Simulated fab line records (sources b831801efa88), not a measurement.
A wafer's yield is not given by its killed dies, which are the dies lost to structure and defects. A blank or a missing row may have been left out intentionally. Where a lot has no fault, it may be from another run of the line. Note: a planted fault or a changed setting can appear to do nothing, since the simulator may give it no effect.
Struck lot and sound lot, side by side + flow gf180mcu + 43 out of 602 route steps
Sound: these wafers, L882.1, L882.2, L882.4. Struck: wafer L896.5 (L896.3, L896.6, from the same lot, were not struck and are left out); the cause is given at the end.
Order at every step that has rows: each side's tool, ch and its chambers, its first start. Under that, the readings that differ: sound wafers + struck wafers + difference of the means + sigmas: that difference in standard deviations of wafers without a fault.
alike: same words and numbers on both sides, and readings whose means sit less than 2 such deviations apart. not compared: any withheld reading, any reading some wafer has no value for, any bound like >300 that may hide the same value, and any number with overlapping values for which the record gives no deviation.
The two part at a step that has a row with sigmas, a row that says differs or no value, or rows on one side only. Non-overlapping numbers with no deviation appear without sigmas and do not part them. A reading missing from all wafers of one side parts the sides only when that side holds two or more wafers.

GF_PSD_RS_MEAS_15: the measuring method here is four-point-probe.
  sound on film metro-01, day 15 13:23; struck on film metro-02, day 20 11:53
  alike: PSD_RS
GF_SAB_CVD_00: deposits SiO2 from TEOS, target thk 50 nm, time 4.9302 s.
  sound on pecvd-01 ch 0,1,2, day 15 13:31; struck on pecvd-02 ch 0, day 20 11:58
  alike: heater power w
GF_SAB_THK_MEAS_01:
  sound on film metro-02, day 15 13:32; struck on film metro-01, day 20 12:00
  alike: SAB_CVD_00_THK
then, 7 steps without rows for these wafers: GF_SAB_DEHYDRATE_02 (time 60 s); GF_SAB_HMDS_03 (prime time 60 s); GF_SAB_COAT_04 (resist thk 1000 nm); GF_SAB_SOFTBAKE_05 (time 60 s); GF_SAB_EXPOSE_06 (exposes mask SAB, target cd 420 nm); GF_SAB_PEB_07; GF_SAB_DEVELOP_08 (develop time 60 s).
GF_SAB_CD_MEAS_09 targets a cd of 420 nm.
  sound on cd sem-02, day 16 11:45; struck on cd sem-02, day 21 12:32
  alike: cd nm
GF_SAB_OVL_MEAS_10:
  sound on overlay-02, day 16 11:52; struck on overlay-01, day 21 12:38
  alike: SAB_OVL
GF_SAB_ETCH_11: etches SiO2 in C4F8/O2/Ar, target depth 55 nm, time 8.5 s.
  sound on rie diel-01 ch 0,1,2, day 16 11:55; struck on rie diel-02 ch 3, day 21 12:39
  alike: chamber pressure mTorr, oes product au
  not compared: rf hours counter h
then, 6 steps without rows for these wafers: GF_SAB_WET_ETCH_12 (etches SiO2 in dHF, target depth 22 nm, time 440 s); GF_SAB_STRIP_13 (strips in O2/N2); GF_SALICIDE_CLEAN_00 (cleans in SC1/SC2, time 150 s); GF_SALICIDE_WET_ETCH_01 (etches SiO2 in dHF, target depth 5 nm, time 100 s); GF_SALICIDE_SPUTTER_02 (material Co, target thk 10 nm, time 20 s); GF_SALICIDE_SPUTTER_03 (material TiN, target thk 20 nm, time 16.7 s).
GF_SALICIDE_RS_MEAS_04: the measuring method here is four-point-probe.
  sound on film metro-01, day 16 12:18; struck on film metro-01, day 21 13:05
  alike: SALICIDE_TIN_RS
GF_SALICIDE_THK_MEAS_05: measures by xrf.
  sound on film metro-01, day 16 12:25; struck on film metro-01, day 21 13:11
  alike: SALICIDE_TIN_THK
then, 2 steps without rows for these wafers: GF_SALICIDE_RTA_06 (time 30 s); GF_SALICIDE_WET_ETCH_07 (etches the open film in SPM, target depth 120 nm).
GF_SALICIDE_RTA_08: time 30 s.
  sound on rtp anneal-02 ch 0, day 16 12:40; struck on rtp anneal-01 ch 0, day 21 13:28
| reading            | sound          | struck | difference | sigmas |
|--------------------|----------------|--------|------------|--------|
| lamp power pct (%) | 20.4 20.3 20.4 | 17.5   | -2.9       | -2     |
  alike: wafer_temp_C_max
then, 1 step without rows for these wafers: GF_CONTACT_CVD_00 (deposits SiO2, target thk 300 nm, time 50 s).
GF_CONTACT_THK_MEAS_01:
  sound on film metro-03, day 16 12:49; struck on film metro-04, day 21 13:35
  alike: CONTACT_CVD_00_THK
GF_CONTACT_CVD_02: deposits SiO2 from TEOS, target thk 860 nm, time 95.992 s.
  sound on pecvd-03 ch 0,2, day 16 12:53; struck on pecvd-04 ch 0, day 21 13:38
  alike: heater power w
GF_CONTACT_THK_MEAS_03:
  sound on film metro-03, day 16 12:57; struck on film metro-03, day 21 13:43
  alike: CONTACT_CVD_02_THK
GF_CONTACT_CMP_04: polishes SiO2.
  sound on cmp-02 ch 0,2,3, day 16 13:04; struck on cmp-02 ch 0, day 21 13:52
  alike: motor current A, time to endpoint s
GF_CONTACT_BOW_MEAS_05:
  sound on film metro-02, day 16 13:19; struck on film metro-04, day 21 14:06
  alike: CONTACT_BOW
then, 8 steps without rows for these wafers: GF_CONTACT_DEHYDRATE_06 (time 60 s); GF_CONTACT_HMDS_07 (prime time 60 s); GF_CONTACT_COAT_08; GF_CONTACT_COAT_09 (resist thk 1000 nm); GF_CONTACT_SOFTBAKE_10 (time 60 s); GF_CONTACT_EXPOSE_11 (exposes mask Contact, target cd 220 nm); GF_CONTACT_PEB_12 (peb time 90 s); GF_CONTACT_DEVELOP_13 (develop time 60 s).
GF_CONTACT_CD_MEAS_14 targets a cd of 220 nm.
  sound on cd sem-02, day 17 12:00; struck on cd sem-01, day 22 14:07
  alike: cd nm
GF_CONTACT_OVL_MEAS_15:
  sound on overlay-01, day 17 12:07; struck on overlay-02, day 22 14:12
  alike: CONTACT_OVL
GF_CONTACT_ETCH_16: etches BARC in N2/H2.
  sound on rie diel-03 ch 0,1,2, day 17 12:10; struck on rie diel-03 ch 0, day 22 14:13
  alike: chamber pressure mTorr, drypump motor current A, oes product au, throttle valve pct
then, 1 step without rows for these wafers: GF_CONTACT_ETCH_17 (etches SiO2 in C4F8/O2/Ar, stops on CoSi2, target depth 860 nm).
-- the record jumps here: 11 days lie between the struck wafers' starts before and after (it left off in module CONTACT and takes up again in module PASSIVATION, whose first step shown is number 602 of the route) --
GF_PASSIVATION_PROBE_99:
  record: rows for the struck wafers here (prober-02, day 33 23:31), none for the sound ones

== WHERE THEY PART ==
First at GF_SALICIDE_RTA_08; last, within this record, at GF_PASSIVATION_PROBE_99.

WHY: what the simulator had put in
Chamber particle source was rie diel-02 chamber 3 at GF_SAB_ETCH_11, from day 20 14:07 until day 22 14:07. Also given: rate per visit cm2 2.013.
